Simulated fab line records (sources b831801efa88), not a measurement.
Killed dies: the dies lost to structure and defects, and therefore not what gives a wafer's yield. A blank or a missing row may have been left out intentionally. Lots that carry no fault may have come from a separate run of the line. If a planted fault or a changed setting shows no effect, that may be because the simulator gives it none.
fab line records    flow sky130
[record] lots = 12  wafers = 36  last-day = 50
route steps=708 shown FIELD_ISO@10 NWELL@77 VT_ADJUST_HVTP@95 PAD_OPEN@708
lots untouched by any fault: they come from a run of this same line in which no faults occurred
start-h: hours from the record's opening day to when the first of the lot's shown wafers began    wait-h: hours elapsed since this lot's preceding step    " as in the row above    L1.1+2: a single row standing in for several wafers    - no value, or no start given    * or withheld: withheld    < > ~ a bound
route shown NAME@n: names a module that has steps shown in the file, with the first one's number in the route    usual: mean/standard deviation of fault-free wafers    same: alike in all rows    chamber/n: place in a boat    sites: readings site by site    _std_site: the standard deviation of these    _edge_site: the outer-site mean with the inner-site mean subtracted    radius-mm: for every site, how far away it sits from the centre of the wafer    mask NAME#n: copy n    behind: the last tool/chamber to shape the wafer    hold: reason for holding the lot/hours on hold/outcome of the hold    device: the transistor (n, p or np) that didn't switch    end of line: at the end of the route, the tests of the same wafers    step lacking rows: just its recipe    killed: dies that structure and defects cost at the first sort, which is not the same as the wafer's yield    map: a wafer's dies, x killed, . not, _ none there
set.NAME: the run value of the setting; set.NAME@STEP: its run value at that earlier step    model.NAME: the simulator's own value behind a step, which no gauge read
one table for each step of the route and one row for each wafer, over a sample of lots
services: the hour from which a tool's chamber was out of use, counted from the record's first day as start-h (under 0 if before that day), plus the number of hours and why
[[steps]]
[step SKY_FIELD_ISO_SOFTBAKE_09]
[recipe] temp-c = 100  time-s = 94.25  resist = KrF-thick
[usual] plate-sensor-t-centre-C = 100.88/0.01  plate-sensor-t-edge-C = 100.95/0.011
lot.wafer  tool            chamber  start-h  wait-h  plate-sensor-t-centre-C  plate-sensor-t-edge-C
L604.4     litho-track-04  0        -        -       100.89                   100.96
L604.5     "               0        "        "       100.88                   100.96
L604.6     "               0        "        "       100.87                   100.93
L605.1     litho-track-01  0        -        -       100.89                   100.95
L605.4     "               0        "        "       100.88                   100.95
L605.5     "               0        "        "       100.89                   100.96
L606.1     litho-track-01  0        -        -       100.89                   100.95
L606.2     "               0        "        "       100.88                   100.95
L606.6     "               0        "        "       100.89                   100.95
L608.2     litho-track-04  0        -        -       100.90                   100.97
L608.3     "               0        "        "       100.89                   100.93
L608.6     "               0        "        "       100.88                   100.94
L610.1     litho-track-04  0        -        -       100.88                   100.95
L610.4     "               0        "        "       100.89                   100.95
L610.5     "               0        "        "       100.88                   100.94
L612.1     litho-track-04  0        -        -       100.89                   100.95
L612.2     "               0        "        "       100.89                   100.96
L612.5     "               0        "        "       100.87                   100.95
L615.2     litho-track-01  0        -        -       100.87                   100.95
L615.4     "               0        "        "       100.88                   100.96
L615.6     "               0        "        "       100.86                   100.98
L616.1     litho-track-02  0        -        -       100.89                   100.96
L616.3     "               0        "        "       100.87                   100.95
L616.5     "               0        "        "       100.89                   100.95
L619.1     litho-track-01  0        -        -       100.89                   100.96
L619.4     "               0        "        "       100.87                   100.97
L619.5     "               0        "        "       100.87                   100.96
L620.1     litho-track-02  0        -        -       100.89                   100.95
L620.2     "               0        "        "       100.89                   100.97
L620.4     "               0        "        "       100.89                   100.96
L621.1     litho-track-02  0        -        -       100.88                   100.95
L621.2     "               0        "        "       100.89                   100.94
L621.5     "               0        "        "       100.89                   100.96
L622.2     litho-track-04  0        -        -       100.88                   100.95
L622.4     "               0        "        "       100.86                   100.95
L622.5     "               0        "        "       100.89                   100.95
[step SKY_FIELD_ISO_CD_MEAS_13]
[recipe] target-cd-nm = 150
[usual] cd-nm = 149.8/1.8
lot.wafer  tool       chamber  start-h  wait-h  cd-nm
L604.4     cd-sem-02  -        56.01    -       150.6
L604.5     "          -        "        "       150.2
L604.6     "          -        "        "       150.3
L605.1     cd-sem-02  -        59.83    -       149.5
L605.4     "          -        "        "       148.8
L605.5     "          -        "        "       149.7
L606.1     cd-sem-02  -        64.93    -       148.7
L606.2     "          -        "        "       148.1
L606.6     "          -        "        "       148.5
L608.2     cd-sem-01  -        74.74    -       150.2
L608.3     "          -        "        "       151.3
L608.6     "          -        "        "       150.1
L610.1     cd-sem-02  -        86.65    -       150.2
L610.4     "          -        "        "       152.1
L610.5     "          -        "        "       150.9
L612.1     cd-sem-01  -        95.13    -       150.2
L612.2     "          -        "        "       149.4
L612.5     "          -        "        "       149.8
L615.2     cd-sem-02  -        115.74   -       149.3
L615.4     "          -        "        "       147.5
L615.6     "          -        "        "       148.2
L616.1     cd-sem-02  -        119.02   -       149.4
L616.3     "          -        "        "       150.8
L616.5     "          -        "        "       149.4
L619.1     cd-sem-01  -        132.60   -       148.3
L619.4     "          -        "        "       148.6
L619.5     "          -        "        "       148.3
L620.1     cd-sem-02  -        139.00   -       150.9
L620.2     "          -        "        "       152.7
L620.4     "          -        "        "       151.3
L621.1     cd-sem-02  -        146.32   -       153.0
L621.2     "          -        "        "       151.6
L621.5     "          -        "        "       152.6
L622.2     cd-sem-01  -        149.99   -       149.4
L622.4     "          -        "        "       149.2
L622.5     "          -        "        "       149.0
[step SKY_NWELL_IMPLANT_24]
[recipe] species = B  energy-kev = 140  dose-cm2 = 9.2e+12  tilt-deg = withheld
[usual] dose-ions-cm2 = 9.198e+12/1e+10  faraday-current-uA = 51.9/1.1
[same] implant-ion-amu = 11
lot.wafer  tool          chamber  start-h  wait-h  dose-ions-cm2  faraday-current-uA
L604.4     implanter-03  0        135.71   0.1     9.201e+12      50.9
L604.5     "             0        "        "       9.21e+12       50.5
L604.6     "             0        "        "       9.196e+12      52.3
L605.1     implanter-03  0        140.58   0.0     1.3464e+13     79.4
L605.4     "             0        "        "       1.3492e+13     76.1
L605.5     "             0        "        "       1.3477e+13     80.2
L606.1     implanter-01  0        147.79   0.0     9.219e+12      50.1
L606.2     "             0        "        "       9.211e+12      51.1
L606.6     "             0        "        "       9.206e+12      49.3
L608.2     implanter-03  0        158.46   0.0     1.3466e+13     77.1
L608.3     "             0        "        "       1.3469e+13     75.5
L608.6     "             0        "        "       1.3476e+13     75.8
L610.1     implanter-03  0        170.85   0.0     1.3453e+13     72.7
L610.4     "             0        "        "       1.3481e+13     77.8
L610.5     "             0        "        "       1.3465e+13     77.9
L612.1     implanter-01  0        181.38   0.0     9.209e+12      50.3
L612.2     "             0        "        "       9.186e+12      52.9
L612.5     "             0        "        "       9.19e+12       51.6
L615.2     implanter-01  0        207.36   0.0     9.181e+12      53.3
L615.4     "             0        "        "       9.189e+12      50.8
L615.6     "             0        "        "       9.2e+12        50.6
L616.1     implanter-01  0        212.30   0.0     9.213e+12      52.0
L616.3     "             0        "        "       9.212e+12      52.8
L616.5     "             0        "        "       9.223e+12      53.2
L619.1     implanter-03  0        226.98   0.0     9.186e+12      51.3
L619.4     "             0        "        "       9.178e+12      51.8
L619.5     "             0        "        "       9.196e+12      51.2
L620.1     implanter-03  0        234.80   0.0     9.202e+12      52.0
L620.2     "             0        "        "       9.202e+12      52.0
L620.4     "             0        "        "       9.2e+12        52.7
L621.1     implanter-01  0        240.73   0.0     9.205e+12      51.9
L621.2     "             0        "        "       9.207e+12      52.0
L621.5     "             0        "        "       9.184e+12      51.2
L622.2     implanter-01  0        244.96   0.0     9.193e+12      53.4
L622.4     "             0        "        "       9.211e+12      51.9
L622.5     "             0        "        "       9.202e+12      53.4
[step SKY_NWELL_TW_MEAS_26]
[usual] NWELL_2_TW = 492/3.9
lot.wafer  tool           chamber  start-h  wait-h  NWELL_2_TW
L604.4     film-metro-03  -        135.91   0.1     487
L604.5     "              -        "        "       488
L604.6     "              -        "        "       489
L605.1     film-metro-03  -        140.83   0.1     550
L605.4     "              -        "        "       550
L605.5     "              -        "        "       549
L606.1     film-metro-03  -        148.04   0.1     485
L606.2     "              -        "        "       485
L606.6     "              -        "        "       487
L608.2     film-metro-04  -        158.70   0.1     554
L608.3     "              -        "        "       556
L608.6     "              -        "        "       554
L610.1     film-metro-04  -        171.10   0.1     556
L610.4     "              -        "        "       560
L610.5     "              -        "        "       557
L612.1     film-metro-02  -        181.63   0.1     494
L612.2     "              -        "        "       495
L612.5     "              -        "        "       493
L615.2     film-metro-03  -        207.59   0.1     486
L615.4     "              -        "        "       489
L615.6     "              -        "        "       487
L616.1     film-metro-03  -        212.55   0.1     488
L616.3     "              -        "        "       489
L616.5     "              -        "        "       488
L619.1     film-metro-02  -        227.23   0.1     498
L619.4     "              -        "        "       497
L619.5     "              -        "        "       496
L620.1     film-metro-02  -        235.05   0.1     498
L620.2     "              -        "        "       497
L620.4     "              -        "        "       497
L621.1     film-metro-04  -        240.98   0.1     491
L621.2     "              -        "        "       493
L621.5     "              -        "        "       492
L622.2     film-metro-02  -        245.19   0.1     495
L622.4     "              -        "        "       497
L622.5     "              -        "        "       499
[step SKY_VT_ADJUST_HVTP_STRIP_10]
[recipe] chemistry = O2/N2  power-w = 1400  pressure-mtorr = 1500  platen-temp-c = withheld  o2-flow-sccm = 3000  n2-flow-sccm = 300  overash-fraction = 0.5
[usual] drypump-motor-current-A = 5.9/0.33  oes-product-au = 0.715/0.0043  strip-time-to-endpoint-s = 14.18/0.042
lot.wafer  tool             chamber  start-h  wait-h  drypump-motor-current-A  oes-product-au  rf-hours-counter-h  strip-time-to-endpoint-s
L604.4     plasma-asher-02  0        156.54   0.1     5.7                      0.723           -                   14.21
L604.5     "                1        "        "       6.3                      0.721           -                   14.21
L604.6     "                0        "        "       5.7                      0.712           -                   14.18
L605.1     plasma-asher-02  1        161.07   0.1     6.3                      0.714           4                   14.20
L605.4     "                1        "        "       6.2                      0.717           -                   14.21
L605.5     "                0        "        "       5.7                      0.715           -                   14.16
L606.1     plasma-asher-02  1        168.89   0.1     6.3                      0.719           5                   14.13
L606.2     "                0        "        "       5.7                      0.711           5                   14.17
L606.6     "                0        "        "       5.7                      0.715           -                   14.17
L608.2     plasma-asher-03  0        180.79   0.1     5.9                      0.712           49                  14.16
L608.3     "                1        "        "       6.1                      0.716           -                   14.19
L608.6     "                1        "        "       6.1                      0.712           -                   14.26
L610.1     plasma-asher-02  1        193.09   0.1     6.2                      0.712           7                   14.14
L610.4     "                1        "        "       6.2                      0.721           -                   14.18
L610.5     "                0        "        "       5.7                      0.715           -                   14.11
L612.1     plasma-asher-01  1        203.30   0.1     5.2                      0.716           51                  14.14
L612.2     "                0        "        "       6.3                      0.712           51                  14.17
L612.5     "                0        "        "       6.3                      0.710           -                   14.14
L615.2     plasma-asher-03  0        231.37   0.1     5.9                      0.711           54                  14.19
L615.4     "                1        "        "       6.1                      0.714           -                   14.21
L615.6     "                0        "        "       6.0                      0.713           -                   14.24
L616.1     plasma-asher-01  1        236.17   0.1     5.2                      0.711           54                  14.23
L616.3     "                0        "        "       6.3                      0.720           -                   14.22
L616.5     "                1        "        "       5.2                      0.717           -                   14.20
L619.1     plasma-asher-02  0        251.55   0.1     5.7                      0.712           12                  14.17
L619.4     "                0        "        "       5.7                      0.711           -                   14.08
L619.5     "                0        "        "       5.7                      0.712           -                   14.13
L620.1     plasma-asher-02  0        259.40   0.1     5.7                      0.714           13                  14.21
L620.2     "                1        "        "       6.3                      0.711           13                  14.17
L620.4     "                0        "        "       5.7                      0.719           -                   14.21
L621.1     plasma-asher-02  1        265.57   0.1     6.2                      0.718           14                  14.12
L621.2     "                0        "        "       5.7                      0.723           14                  14.14
L621.5     "                1        "        "       6.2                      0.715           -                   14.16
L622.2     plasma-asher-03  1        269.44   0.1     6.1                      0.718           58                  14.22
L622.4     "                0        "        "       5.9                      0.713           -                   14.19
L622.5     "                0        "        "       5.9                      0.721           -                   14.23
[step SKY_PAD_OPEN_PROBE_99]
[usual] killed_at_M0_to_M3 = 42/6.3  killed_at_M4_up = 2.8/1.9  killed-at-contacts = 23/5.3  killed-at-front-end = 16/4.3  killed-at-other = 0.2/0.51  killed-dies = 84/9.3  killed-open = 46/7.6  killed-short = 38/6.3
[same] gross-dies = 492  killed-at-back-side = 0
lot.wafer  tool       chamber  start-h  wait-h  killed_at_M0_to_M3  killed_at_M4_up  killed-at-contacts  killed-at-front-end  killed-at-other  killed-dies  killed-open  killed-short
L608.2     prober-01  -        1140.75  0.1     43                  6                20                  20                   0                89           52           37
// killed by level:class
L608.2 VIA1:geometric-particle:open=15 CONTACT:geometric-particle:open=9 LI_CONTACT:geometric-particle:open=7 FIELD_ISO:geometric-particle:short=6 VIA2:geometric-particle:open=6 METAL1:geometric-particle:short=4 METAL2:geometric-particle:short=4 METAL4:geometric-particle:short=4
[[services]]
tool             chamber  start-h  hours  kind
implanter-03     -        30.24    5.6    pm
implanter-03     -        88.00    25.4   repair
plasma-asher-03  -        90.22    2.8    pm
plasma-asher-02  -        108.75   9.0    pm
plasma-asher-02  0        108.75   9.0    vent-cycle
plasma-asher-02  1        108.75   9.0    vent-cycle
plasma-asher-02  0        117.75   -      clean
plasma-asher-02  1        117.75   -      clean
implanter-01     -        118.86   3.7    pm
plasma-asher-03  -        135.51   0.8    repair
plasma-asher-02  -        143.42   2.8    pm
plasma-asher-01  -        144.30   8.0    repair
implanter-01     -        157.12   7.8    repair
plasma-asher-01  -        159.98   0.5    repair
implanter-03     -        185.34   0.8    repair
implanter-03     -        191.56   2.5    pm
plasma-asher-02  -        224.48   4.3    pm
[[key]]
[first-sign] step = SKY_NWELL_IMPLANT_24  reading = dose-ions-cm2  direction = up  sigmas = 99+  usual = *  struck = *
[effect] step = SKY_NWELL_IMPLANT_24  reading = faraday-current-uA  direction = up  sigmas = 24  usual = 51.9  struck = 76.9
[effect] step = SKY_NWELL_TW_MEAS_26  reading = NWELL_2_TW  direction = up  sigmas = 16  usual = 492  struck = 554
met-at SKY_NWELL_IMPLANT_24
struck-lots L605,L608,L610
tester-left-out L605,L608,L610
not-acting-at SKY_FIELD_ISO_SOFTBAKE_09,SKY_FIELD_ISO_CD_MEAS_13,SKY_VT_ADJUST_HVTP_STRIP_10
onset-between 135.71 140.58
[fault] kind = process-parameter-drift  tool = implanter-03  chamber = -  onset-h = 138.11  steps = SKY_NWELL_IMPLANT_24  channel = dose-cm2  offset = *  shape = step  end-h = 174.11  acts-in = *  stated = *
// tester-left-out: of these lots the tester's yield and bins aren't shown, on N5 and GAA mostly nor the transistor test; their killed dies are dies lost to structure and defects alone, not to doping, threshold or leakage, so they don't give the yield
